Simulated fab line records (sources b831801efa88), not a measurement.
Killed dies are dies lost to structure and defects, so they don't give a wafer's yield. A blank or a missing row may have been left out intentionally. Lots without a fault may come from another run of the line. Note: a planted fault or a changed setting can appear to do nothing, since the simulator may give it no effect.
fab line records -- flow gf180mcu
record: lots: 15, wafers: 45, lastDay: 32
route steps=602 shown M2@363 V2@403
lots with no fault: from the same line, run without faults
startH: hours from the record's first day to the start of the lot's first wafer shown -- waitH: time in hours since the lot's previous step -- " same as the row above -- L1.1+2: one row covering several wafers at once -- - value missing, or start not given -- * or withheld: withheld -- < > ~ a bound
route shown NAME@n: NAME is a module with steps in the file, n the number in the route of the first one -- usual: mean/standard deviation taken from wafers without a fault -- same: alike in all rows -- chamber/n: place in a boat -- sites: readings site by site -- _std_site: standard deviation of those values -- _edge_site: mean of outer sites minus mean of inner sites -- radiusMm: for every site, how far away it sits from the centre of the wafer -- mask NAME#n: copy n -- behind: tool/chamber where the wafer was last shaped -- hold: why the lot was held/for how many hours/how that ended -- device: the n, p or np transistor that did not switch -- end of line: the route-end tests of the same wafers -- a step given without rows: its recipe and nothing more -- killed: dies lost to structure and defects at the first sort, not the wafer's yield -- map: dies across one wafer; x = killed, . = not, _ = none there
set.NAME: the run value of the setting; set.NAME@STEP: its run value at that earlier step -- model.NAME: the simulator's own value behind a step, which no gauge read
a sample of lots followed through the steps of the route, with each step as a table and each wafer as a row
services: the hour from which a tool's chamber was out of use, counted from the record's first day as startH (under 0 if before that day), plus the number of hours and why
== steps ==
step: GF_M2_SPUTTER_01
recipe: material: TiN, targetThkNm: 30, powerW: 6500, timeS: 25, chamberPressurePa: 0.4
usual: cathodeDcPowerW: 6500.1/1.2, chamberPressurePa: 0.3999/0.0008, throttleValvePct: 30.2/0.59
lot.wafer,tool,chamber,startH,waitH,cathodeDcPowerW,chamberPressurePa,throttleValvePct
L656.2,pvdSputter-01,-,425.19,0.1,6501.2,0.4011,29.9
L656.5,pvdSputter-01,-,425.19,0.1,6500.7,0.3988,30.4
L656.6,pvdSputter-01,-,425.19,0.1,6498.0,0.4009,30.6
L657.2,pvdSputter-03,-,435.64,0.1,6501.1,0.4001,30.5
L657.3,pvdSputter-03,-,435.64,0.1,6499.6,0.3997,29.4
L657.5,pvdSputter-03,-,435.64,0.1,6499.3,0.3993,30.9
L658.3,pvdSputter-01,-,448.83,0.1,6500.3,0.3998,30.3
L658.5,pvdSputter-01,-,448.83,0.1,6500.3,0.3990,30.2
L658.6,pvdSputter-01,-,448.83,0.1,6499.7,0.3991,30.6
L659.2,pvdSputter-04,-,460.94,0.1,6500.7,0.4003,30.7
L659.3,pvdSputter-04,-,460.94,0.1,6502.7,0.3991,30.7
L659.5,pvdSputter-04,-,460.94,0.1,6501.2,0.4005,30.0
L660.1,pvdSputter-04,-,466.99,0.1,6500.3,0.3991,30.5
L660.5,pvdSputter-04,-,466.99,0.1,6499.9,0.3992,30.7
L660.6,pvdSputter-04,-,466.99,0.1,6501.1,0.3996,30.8
L661.2,pvdSputter-03,-,483.18,0.1,6500.1,0.3999,28.7
L661.3,pvdSputter-03,-,483.18,0.1,6499.7,0.4008,30.9
L661.6,pvdSputter-03,-,483.18,0.1,6500.7,0.3997,28.9
L662.1,pvdSputter-01,-,483.51,0.1,6498.8,0.3987,30.6
L662.4,pvdSputter-01,-,483.51,0.1,6499.0,0.4003,30.6
L662.6,pvdSputter-01,-,483.51,0.1,6500.4,0.4005,30.2
L663.2,pvdSputter-01,-,497.36,0.1,6498.7,0.3997,30.3
L663.4,pvdSputter-01,-,497.36,0.1,6500.4,0.3995,30.4
L663.5,pvdSputter-01,-,497.36,0.1,6498.2,0.4003,30.6
L664.1,pvdSputter-04,-,502.97,0.1,6499.4,0.3994,30.6
L664.3,pvdSputter-04,-,502.97,0.1,6499.4,0.4005,30.9
L664.6,pvdSputter-04,-,502.97,0.1,6500.5,0.3998,30.7
L665.1,pvdSputter-03,-,511.36,0.1,6500.6,0.4006,31.0
L665.2,pvdSputter-03,-,511.36,0.1,6499.6,0.4006,30.8
L665.3,pvdSputter-03,-,511.36,0.1,6502.1,0.4003,28.9
L666.1,pvdSputter-01,-,520.26,0.1,6500.0,0.4010,30.2
L666.5,pvdSputter-01,-,520.26,0.1,6501.3,0.4012,30.5
L666.6,pvdSputter-01,-,520.26,0.1,6500.0,0.4010,30.8
L668.2,pvdSputter-01,-,534.16,0.1,6502.6,0.4003,30.7
L668.3,pvdSputter-01,-,534.16,0.1,6501.3,0.4016,30.1
L668.6,pvdSputter-01,-,534.16,0.1,6500.0,0.4008,29.9
L673.3,pvdSputter-03,-,576.48,0.1,6498.7,0.3993,29.0
L673.5,pvdSputter-03,-,576.48,0.1,6503.1,0.4001,30.0
L673.6,pvdSputter-03,-,576.48,0.1,6500.4,0.3995,29.5
L674.1,pvdSputter-01,-,584.52,0.1,6499.0,0.4008,30.4
L674.3,pvdSputter-01,-,584.52,0.1,6502.4,0.4014,30.6
L674.6,pvdSputter-01,-,584.52,0.1,6500.1,0.4004,30.4
L675.4,pvdSputter-03,-,587.38,0.1,6496.7,0.4009,30.3
L675.5,pvdSputter-03,-,587.38,0.1,6500.5,0.3999,29.4
L675.6,pvdSputter-03,-,587.38,0.1,6501.4,0.3986,29.0
step: GF_M2_SPUTTER_04
recipe: material: TiN, targetThkNm: 50, powerW: 6500, timeS: 41.7, chamberPressurePa: 0.4
usual: cathodeDcPowerW: 6500.1/1.1, chamberPressurePa: 0.3999/0.00081, throttleValvePct: 30.2/0.57
lot.wafer,tool,chamber,startH,waitH,cathodeDcPowerW,chamberPressurePa,throttleValvePct
L656.2,pvdSputter-01,-,425.27,0.0,6500.9,0.4000,30.1
L656.5,pvdSputter-01,-,425.27,0.0,6500.7,0.4006,30.5
L656.6,pvdSputter-01,-,425.27,0.0,6502.4,0.3994,30.7
L657.2,pvdSputter-03,-,435.72,0.0,6499.0,0.4002,30.2
L657.3,pvdSputter-03,-,435.72,0.0,6499.4,0.3994,29.4
L657.5,pvdSputter-03,-,435.72,0.0,6498.8,0.3996,30.7
L658.3,pvdSputter-01,-,448.91,0.0,6497.7,0.4000,30.2
L658.5,pvdSputter-01,-,448.91,0.0,6498.3,0.3998,30.3
L658.6,pvdSputter-01,-,448.91,0.0,6498.3,0.3997,30.7
L659.2,pvdSputter-04,-,461.10,0.0,6499.7,0.3992,30.8
L659.3,pvdSputter-04,-,461.10,0.0,6498.3,0.4000,30.7
L659.5,pvdSputter-04,-,461.10,0.0,6499.2,0.4003,30.4
L660.1,pvdSputter-04,-,467.15,0.0,6501.7,0.4011,30.6
L660.5,pvdSputter-04,-,467.15,0.0,6500.5,0.4011,30.5
L660.6,pvdSputter-04,-,467.15,0.0,6501.0,0.3986,30.9
L661.2,pvdSputter-03,-,483.26,0.0,6500.4,0.3998,29.2
L661.3,pvdSputter-03,-,483.26,0.0,6500.7,0.3992,31.0
L661.6,pvdSputter-03,-,483.26,0.0,6501.6,0.4001,28.9
L662.1,pvdSputter-01,-,483.59,0.0,6499.5,0.3987,30.7
L662.4,pvdSputter-01,-,483.59,0.0,6502.4,0.4000,30.5
L662.6,pvdSputter-01,-,483.59,0.0,6501.2,0.3986,30.4
L663.2,pvdSputter-01,-,497.44,0.0,6499.9,0.4005,30.2
L663.4,pvdSputter-01,-,497.44,0.0,6499.7,0.3998,30.0
L663.5,pvdSputter-01,-,497.44,0.0,6500.3,0.3993,30.3
L664.1,pvdSputter-04,-,503.05,0.0,6500.7,0.4001,30.2
L664.3,pvdSputter-04,-,503.05,0.0,6501.5,0.4005,30.6
L664.6,pvdSputter-04,-,503.05,0.0,6503.9,0.3995,30.7
L665.1,pvdSputter-03,-,511.44,0.0,6499.2,0.4000,30.8
L665.2,pvdSputter-03,-,511.44,0.0,6500.0,0.4002,30.4
L665.3,pvdSputter-03,-,511.44,0.0,6500.9,0.4018,28.6
L666.1,pvdSputter-01,-,520.34,0.0,6500.4,0.4010,30.1
L666.5,pvdSputter-01,-,520.34,0.0,6500.6,0.3997,30.2
L666.6,pvdSputter-01,-,520.34,0.0,6497.5,0.3996,30.6
L668.2,pvdSputter-01,-,534.24,0.0,6500.9,0.4008,30.6
L668.3,pvdSputter-01,-,534.24,0.0,6498.5,0.3995,30.0
L668.6,pvdSputter-01,-,534.24,0.0,6499.0,0.3996,30.1
L673.3,pvdSputter-03,-,576.56,0.0,6500.9,0.4004,29.1
L673.5,pvdSputter-03,-,576.56,0.0,6500.8,0.4012,30.3
L673.6,pvdSputter-03,-,576.56,0.0,6499.2,0.3998,29.5
L674.1,pvdSputter-01,-,584.60,0.0,6499.1,0.4010,30.0
L674.3,pvdSputter-01,-,584.60,0.0,6499.2,0.4003,30.0
L674.6,pvdSputter-01,-,584.60,0.0,6500.0,0.4011,30.1
L675.4,pvdSputter-03,-,587.47,0.0,6498.9,0.4004,30.2
L675.5,pvdSputter-03,-,587.47,0.0,6499.9,0.3994,29.3
L675.6,pvdSputter-03,-,587.47,0.0,6499.4,0.4002,29.0
step: GF_M2_METAL_ETCH_16
recipe: chemistry: Cl2/BCl3, maskMaterial: KrF, targetDepthNm: 627.5, stopOn: SiO2, pressureMtorr: 8, icpW: 800, biasW: 140, Cl2_flow_sccm: 80, bcl3FlowSccm: 40, timeS: 104.6
usual: bcl3FlowSccm: 39.97/0.12, drypumpMotorCurrentA: 5.5/0.36, heBacksideLeakSccm: 3.5/0.56, oesProductAu: 0.969/0.0068, throttleValvePct: 28.252/0.011
lot.wafer,tool,chamber,startH,waitH,bcl3FlowSccm,drypumpMotorCurrentA,heBacksideLeakSccm,oesProductAu,rfHoursCounterH,throttleValvePct
L656.2,rieMetal-04,1,450.20,0.0,39.93,5.6,3.4,0.970,5,28.261
L656.5,rieMetal-04,1,450.20,0.0,39.87,5.6,3.4,0.964,-,28.251
L656.6,rieMetal-04,0,450.20,0.0,40.02,5.1,3.4,0.962,-,28.269
L657.2,rieMetal-03,0,460.91,0.1,39.88,5.7,3.5,0.963,-,28.254
L657.3,rieMetal-03,0,460.91,0.1,39.94,5.8,3.6,0.980,-,28.251
L657.5,rieMetal-03,0,460.91,0.1,40.00,5.7,3.5,0.978,-,28.256
L658.3,rieMetal-03,0,473.88,0.1,39.90,5.7,3.6,0.967,-,28.242
L658.5,rieMetal-03,0,473.88,0.1,40.13,5.7,3.6,0.969,-,28.246
L658.6,rieMetal-03,0,473.88,0.1,39.96,5.7,3.7,0.968,-,28.260
L659.2,rieMetal-04,0,485.55,0.0,40.09,5.1,3.3,0.972,11,28.247
L659.3,rieMetal-04,1,485.55,0.0,40.08,5.6,3.4,0.965,-,28.268
L659.5,rieMetal-04,0,485.55,0.0,40.03,5.1,3.3,0.982,-,28.256
L660.1,rieMetal-01,0,491.80,0.0,39.91,5.4,3.2,0.972,8,28.260
L660.5,rieMetal-01,0,491.80,0.0,39.98,5.4,2.9,0.971,-,28.243
L660.6,rieMetal-01,0,491.80,0.0,39.80,5.4,2.9,0.959,-,28.269
L661.2,rieMetal-01,1,506.90,0.0,39.88,6.1,3.3,0.973,0,28.242
L661.3,rieMetal-01,1,506.90,0.0,39.99,6.1,3.3,0.976,-,28.244
L661.6,rieMetal-01,0,506.90,0.0,40.05,5.4,3.5,0.972,-,28.244
L662.1,rieMetal-04,1,507.02,0.0,39.86,5.6,6.4,0.962,6,28.262
L662.4,rieMetal-04,1,507.02,0.0,40.05,5.6,3.4,0.961,-,28.267
L662.6,rieMetal-04,1,507.02,0.0,39.91,5.6,3.4,0.983,-,28.264
L663.2,rieMetal-04,1,521.83,0.1,40.04,5.6,3.3,0.986,-,28.246
L663.4,rieMetal-04,1,521.83,0.1,39.95,5.6,3.4,0.965,-,28.251
L663.5,rieMetal-04,1,521.83,0.1,40.17,5.6,3.3,0.962,-,28.250
L664.1,rieMetal-01,0,525.97,0.0,39.98,5.4,3.1,0.974,9,28.253
L664.3,rieMetal-01,1,525.97,0.0,40.04,6.1,3.4,0.959,-,28.250
L664.6,rieMetal-01,0,525.97,0.0,40.05,5.4,3.4,0.974,-,28.255
L665.1,rieMetal-04,1,534.70,0.0,40.02,5.6,3.2,0.967,7,28.251
L665.2,rieMetal-04,0,534.70,0.0,40.07,5.1,3.0,0.954,0,28.277
L665.3,rieMetal-04,0,534.70,0.0,39.84,5.1,3.3,0.960,-,28.253
L666.1,rieMetal-04,0,543.00,0.0,39.91,5.1,3.3,0.962,1,28.264
L666.5,rieMetal-04,1,543.00,0.0,39.74,5.6,3.4,0.979,-,28.254
L666.6,rieMetal-04,0,543.00,0.0,40.05,5.1,3.4,0.956,-,28.259
L668.2,rieMetal-04,0,556.84,0.0,39.81,5.1,3.4,0.970,1,28.255
L668.3,rieMetal-04,0,556.84,0.0,39.97,5.1,3.4,0.979,-,28.237
L668.6,rieMetal-04,0,556.84,0.0,40.02,5.1,3.4,0.974,-,28.241
L673.3,rieMetal-04,0,598.46,0.1,40.12,5.1,3.2,0.970,-,28.253
L673.5,rieMetal-04,1,598.46,0.1,39.94,5.6,3.3,0.965,-,28.276
L673.6,rieMetal-04,0,598.46,0.1,40.06,5.1,3.3,0.971,-,28.254
L674.1,rieMetal-04,1,605.75,0.0,39.72,5.6,3.4,0.987,9,28.235
L674.3,rieMetal-04,1,605.75,0.0,39.93,5.6,3.5,0.966,-,28.250
L674.6,rieMetal-04,0,605.75,0.0,39.93,5.1,3.3,0.975,-,28.241
L675.4,rieMetal-01,0,608.39,0.0,40.00,5.4,3.3,0.972,-,28.250
L675.5,rieMetal-01,0,608.39,0.0,40.12,5.4,3.1,0.982,-,28.245
L675.6,rieMetal-01,1,608.39,0.0,39.89,6.1,3.3,0.970,-,28.235
step: GF_V2_SPUTTER_21
recipe: material: Ti, targetThkNm: 15, chamberPressurePa: 5, powerW: 2500, substrateTempC: 200, timeS: 80.02
usual: cathodeDcPowerW: 2500.0/0.43, chamberPressurePa: 5.001/0.011, throttleValvePct: 30.6/0.86
lot.wafer,tool,chamber,startH,waitH,cathodeDcPowerW,chamberPressurePa,throttleValvePct
L656.2,pvdSputter-04,-,477.82,0.0,2499.5,5.003,30.6
L656.5,pvdSputter-04,-,477.82,0.0,2499.9,5.003,30.8
L656.6,pvdSputter-04,-,477.82,0.0,2499.9,4.991,30.0
L657.2,pvdSputter-02,-,487.78,0.0,2499.5,4.986,30.3
L657.3,pvdSputter-02,-,487.78,0.0,2499.8,4.995,31.1
L657.5,pvdSputter-02,-,487.78,0.0,2500.3,5.000,30.3
L658.3,pvdSputter-04,-,500.31,0.0,2500.2,5.007,30.9
L658.5,pvdSputter-04,-,500.31,0.0,2500.5,5.002,30.9
L658.6,pvdSputter-04,-,500.31,0.0,2500.3,5.003,30.6
L659.2,pvdSputter-02,-,511.52,0.0,2500.4,5.000,31.0
L659.3,pvdSputter-02,-,511.52,0.0,2500.5,5.007,30.3
L659.5,pvdSputter-02,-,511.52,0.0,2499.2,5.001,30.0
L660.1,pvdSputter-04,-,517.87,0.0,2500.7,5.001,30.1
L660.5,pvdSputter-04,-,517.87,0.0,2500.5,4.979,30.6
L660.6,pvdSputter-04,-,517.87,0.0,2499.7,5.002,30.2
L661.2,pvdSputter-01,-,531.87,0.0,2499.6,5.010,30.4
L661.3,pvdSputter-01,-,531.87,0.0,2499.8,5.018,30.6
L661.6,pvdSputter-01,-,531.87,0.0,2500.0,4.994,30.6
L662.1,pvdSputter-02,-,532.22,0.0,2499.8,4.983,31.1
L662.4,pvdSputter-02,-,532.22,0.0,2500.3,4.997,28.9
L662.6,pvdSputter-02,-,532.22,0.0,2499.8,5.004,30.3
L663.2,pvdSputter-02,-,547.03,0.0,2500.2,4.999,30.2
L663.4,pvdSputter-02,-,547.03,0.0,2500.4,5.007,31.0
L663.5,pvdSputter-02,-,547.03,0.0,2500.5,4.989,30.1
L664.1,pvdSputter-04,-,550.46,0.0,2500.1,4.991,30.0
L664.3,pvdSputter-04,-,550.46,0.0,2498.3,5.019,30.6
L664.6,pvdSputter-04,-,550.46,0.0,2500.1,4.991,30.1
L665.1,pvdSputter-04,-,559.36,0.0,2499.9,5.016,30.8
L665.2,pvdSputter-04,-,559.36,0.0,2500.2,4.994,30.7
L665.3,pvdSputter-04,-,559.36,0.0,2499.0,5.019,30.7
L666.1,pvdSputter-01,-,567.96,0.0,2500.6,5.001,30.1
L666.5,pvdSputter-01,-,567.96,0.0,2499.8,5.001,30.0
L666.6,pvdSputter-01,-,567.96,0.0,2500.1,5.004,30.5
L668.2,pvdSputter-04,-,581.14,0.0,2499.9,5.001,31.0
L668.3,pvdSputter-04,-,581.14,0.0,2499.4,4.987,30.9
L668.6,pvdSputter-04,-,581.14,0.0,2500.9,4.998,30.8
L673.3,pvdSputter-01,-,621.88,0.0,-,-,-
L673.5,pvdSputter-01,-,621.88,0.0,-,-,-
L673.6,pvdSputter-01,-,621.88,0.0,-,-,-
L674.1,pvdSputter-02,-,628.14,0.0,-,-,-
L674.3,pvdSputter-02,-,628.14,0.0,-,-,-
L674.6,pvdSputter-02,-,628.14,0.0,-,-,-
L675.4,pvdSputter-04,-,631.06,0.0,-,-,-
L675.5,pvdSputter-04,-,631.06,0.0,-,-,-
L675.6,pvdSputter-04,-,631.06,0.0,-,-,-
== services ==
tool,chamber,startH,hours,kind
rieMetal-03,-,418.78,4.0,pm
pvdSputter-01,-,425.80,1.9,repair
rieMetal-03,1,459.82,-,clean
rieMetal-03,1,459.82,16.3,scheduledDown
rieMetal-03,1,459.82,16.3,ventCycle
rieMetal-01,-,462.04,0.4,repair
rieMetal-01,1,469.50,-,clean
rieMetal-01,1,469.50,22.4,scheduledDown
rieMetal-01,1,469.50,22.4,ventCycle
rieMetal-03,0,494.13,-,clean
rieMetal-03,0,494.13,16.7,scheduledDown
rieMetal-03,0,494.13,16.7,ventCycle
rieMetal-04,0,499.95,-,clean
rieMetal-04,0,499.95,22.8,scheduledDown
rieMetal-04,0,499.95,22.8,ventCycle
pvdSputter-02,-,508.40,1.1,repair
rieMetal-01,0,538.28,6.4,repair
rieMetal-01,-,572.37,14.6,pm
pvdSputter-02,-,586.35,5.3,repair
pvdSputter-01,-,609.38,2.2,repair
== key ==
firstSign: step: GF_V2_SPUTTER_21, reading: toolRecord, direction: missing
effect none on later readings
metAt GF_V2_SPUTTER_21
struckLots L673,L674,L675
laterRowsLeftOut L673.3,L673.5,L673.6,L674.1,L674.3,L674.6,L675.4,L675.5,L675.6
sortLeftOut L673.3,L673.5,L673.6,L674.1,L674.3,L674.6,L675.4,L675.5,L675.6
notActingAt GF_M2_SPUTTER_01,GF_M2_SPUTTER_04,GF_M2_METAL_ETCH_16
onsetBetween 581.14 621.88
fault: kind: skippedStepWhole, tool: pvdSputter-01,pvdSputter-02,pvdSputter-04, chamber: -, onsetH: 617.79, steps: GF_V2_SPUTTER_21, scope: struckLotsOnly
sortLeftOut: the simulated sort isn't trusted on such a fault, so these wafers' sort isn't shown, and their yield isn't known
laterRowsLeftOut: the simulator's readings of these wafers behind a module that went badly wrong aren't trusted and aren't shown, but for the sort
